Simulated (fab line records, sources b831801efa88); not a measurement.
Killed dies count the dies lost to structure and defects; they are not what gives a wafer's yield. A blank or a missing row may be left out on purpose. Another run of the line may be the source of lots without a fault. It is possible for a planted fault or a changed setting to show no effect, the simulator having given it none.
Matching of chambers / flow gf180mcu / 4 sister chambers for GF_V5_CMP_04 on cmp-01
The step polishes SiO2. 8 wafers are shown with their chamber, then 12 later ones without.

== WAFERS WITH THEIR CHAMBER ==
wafer=L086.4; chamber=3; motorCurrentA (A)=11.7
wafer=L086.6; chamber=0; motorCurrentA (A)=12.6
wafer=L087.1; chamber=1; motorCurrentA (A)=14.4
wafer=L087.3; chamber=2; motorCurrentA (A)=11.1
wafer=L087.6; chamber=3; motorCurrentA (A)=11.8
wafer=L088.1; chamber=2; motorCurrentA (A)=10.9
wafer=L088.2; chamber=1; motorCurrentA (A)=14.6
wafer=L088.4; chamber=0; motorCurrentA (A)=11.7

== WAFERS WHOSE CHAMBER IS MISSING ==
wafer=L088.3; motorCurrentA (A)=11.1
wafer=L088.5; motorCurrentA (A)=11.0
wafer=L088.6; motorCurrentA (A)=11.3
wafer=L091.4; motorCurrentA (A)=11.2
wafer=L091.5; motorCurrentA (A)=10.8
wafer=L091.6; motorCurrentA (A)=12.3
wafer=L094.1; motorCurrentA (A)=10.8
wafer=L094.2; motorCurrentA (A)=11.7
wafer=L094.4; motorCurrentA (A)=11.9
wafer=L096.2; motorCurrentA (A)=13.8
wafer=L096.4; motorCurrentA (A)=11.4
wafer=L096.6; motorCurrentA (A)=14.8

== CHAMBER TAKEN BY EACH ==
wafer=L088.3; from the rows above=can't be placed: 2 or 3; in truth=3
wafer=L088.5; from the rows above=2; in truth=2
wafer=L088.6; from the rows above=can't be placed: 2 or 3 or 0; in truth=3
wafer=L091.4; from the rows above=can't be placed: 2 or 3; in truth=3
wafer=L091.5; from the rows above=2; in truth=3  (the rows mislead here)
wafer=L091.6; from the rows above=can't be placed: 0 or 3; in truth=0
wafer=L094.1; from the rows above=2; in truth=2
wafer=L094.2; from the rows above=can't be placed: 3 or 0 or 2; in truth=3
wafer=L094.4; from the rows above=can't be placed: 3 or 0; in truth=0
wafer=L096.2; from the rows above=1; in truth=1
wafer=L096.4; from the rows above=can't be placed: 3 or 2 or 0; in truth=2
wafer=L096.6; from the rows above=1; in truth=1
Correct placement for 4 of the 12. Cannot be placed on the basis of these rows: 7; the candidates contain the true chamber in 7. Wrongly placed: 1.
How it was worked out, from the rows above alone: a wafer's distance from a chamber is the root of the sum, over the readings, of the square of ((its reading less the chamber's mean) divided by the reading's scatter). If the next closest chamber is less than 2 further off than the closest, the wafer can't be placed; otherwise it belongs to the closest. For every chamber, the mean is computed from those of its wafers that are shown. The scatter: take each reading less its chamber's mean, square it, sum over the shown wafers, divide by the number of wafers less the number of chambers, and take the root.
